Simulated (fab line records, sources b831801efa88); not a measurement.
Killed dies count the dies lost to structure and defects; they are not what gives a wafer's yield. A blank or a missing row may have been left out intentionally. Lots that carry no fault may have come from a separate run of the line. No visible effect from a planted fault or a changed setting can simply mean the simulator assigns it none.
A lot that was struck, set against a sound lot	flow sky130	18 steps out of a route of 708
Sound: the wafers L144.1, L144.4, L144.5. Struck: wafer L152.1. (L152.2, L152.5 of the same lot were not struck and are left out.) The cause comes at the end.
Order at every step that has rows: each side's tool, ch and its chambers, its first start. Under that, the readings that differ: sound wafers	struck wafers	difference of the means	sigmas: that difference in standard deviations of wafers without a fault.
alike: a reading whose means differ by less than 2 such deviations, as well as words and numbers matching on both sides. not compared: withheld readings; readings where some wafer has no value; bounds like >300 that might hide an equal value; numbers whose values overlap and for which the record gives no deviation.
The two part at a step that has a row with sigmas, a row that says differs or no value, or rows on one side only. Numbers that have no deviation but don't overlap get no sigmas and don't part them. A reading missing from all wafers of one side parts the sides only when that side holds two or more wafers.

first, 3 steps without rows for these wafers: SKY_POLY_CUT_EXPOSE_05 (exposes mask NPCM, target cd 270 nm); SKY_POLY_CUT_PEB_06; SKY_POLY_CUT_DEVELOP_07 (develop time 60 s).
SKY_POLY_CUT_CD_MEAS_08: target cd 270 nm.
  sound on cd_sem-01, day 26 20:33; struck on cd_sem-02, day 30 03:29
reading	sound	struck	difference	sigmas
cd_nm (nm)	269.8 267.9 267.8	271.3	+2.8	+2
SKY_POLY_CUT_OVL_MEAS_09:
  sound on overlay-01, day 26 20:41; struck on overlay-01, day 30 03:36
  alike: POLY_CUT_OVL
SKY_POLY_CUT_ETCH_10: etches BARC in N2/H2, stops on SiO2, time 45.9 s, target depth 60 nm.
  sound on rie_diel-02 ch 0,1,3, day 26 20:43; struck on rie_diel-01 ch 0, day 30 03:38
reading	sound	struck	difference	sigmas
oes_product_au (a.u.)	0.859 0.858 0.850	0.868	+0.012	+3
  alike: drypump_motor_current_A, throttle_valve_pct
  not compared: rf_hours_counter_h
SKY_POLY_CUT_ETCH_11: etches Si3N4 in CF4/CH2F2/Ar, stops on poly-Si, time 42.5 s, target depth 60 nm.
  sound on rie_diel-02 ch 0,1,3, day 26 20:45; struck on rie_diel-01 ch 0, day 30 03:41
  alike: drypump_motor_current_A, oes_product_au, throttle_valve_pct
  not compared: rf_hours_counter_h
SKY_POLY_CUT_STRIP_12: strips in O2/N2.
  sound on plasma_asher-01 ch 0,1, day 26 20:48; struck on plasma_asher-02 ch 0, day 30 03:45
reading	sound	struck	difference	sigmas
strip_time_to_endpoint_s (s)	5.347 5.334 5.336	5.380	+0.041	+2
  alike: drypump_motor_current_A, oes_product_au
  not compared: rf_hours_counter_h
then, 4 steps without rows for these wafers: SKY_SD_P_DEHYDRATE_00 (time 60 s); SKY_SD_P_HMDS_01 (prime time 60 s); SKY_SD_P_COAT_02 (resist thk 1140 nm); SKY_SD_P_SOFTBAKE_03 (time 60 s).
SKY_SD_P_EXPOSE_04: exposes mask PSDM, target cd 380 nm.
  sound on iline_stepper-02 ch 0, day 27 10:52; struck on iline_stepper-02 ch 0, day 30 18:45
  alike: mask, exposure_dose_mJ_cm2, reticle_temp_C
then, 2 steps without rows for these wafers: SKY_SD_P_PEB_05; SKY_SD_P_DEVELOP_06 (develop time 60 s).
SKY_SD_P_CD_MEAS_07: target cd 380 nm.
  sound on cd_sem-02, day 28 01:56; struck on cd_sem-01, day 31 07:58
reading	sound	struck	difference	sigmas
cd_nm (nm)	382.7 381.6 382.4	368.3	-13.9	-5
  not compared: hold
SKY_SD_P_OVL_MEAS_08:
  sound on overlay-02, day 28 02:03; struck on overlay-02, day 31 08:05
  alike: SD_P_OVL
  not compared: hold
SKY_PAD_OPEN_PROBE_99:
  the record has rows for the sound wafers here (prober-02, day 47 20:33) and none for the struck ones

== WHERE THEY PART ==
First at SKY_POLY_CUT_CD_MEAS_08; last, within this record, at SKY_PAD_OPEN_PROBE_99.

WHY: what had been put in by the simulator
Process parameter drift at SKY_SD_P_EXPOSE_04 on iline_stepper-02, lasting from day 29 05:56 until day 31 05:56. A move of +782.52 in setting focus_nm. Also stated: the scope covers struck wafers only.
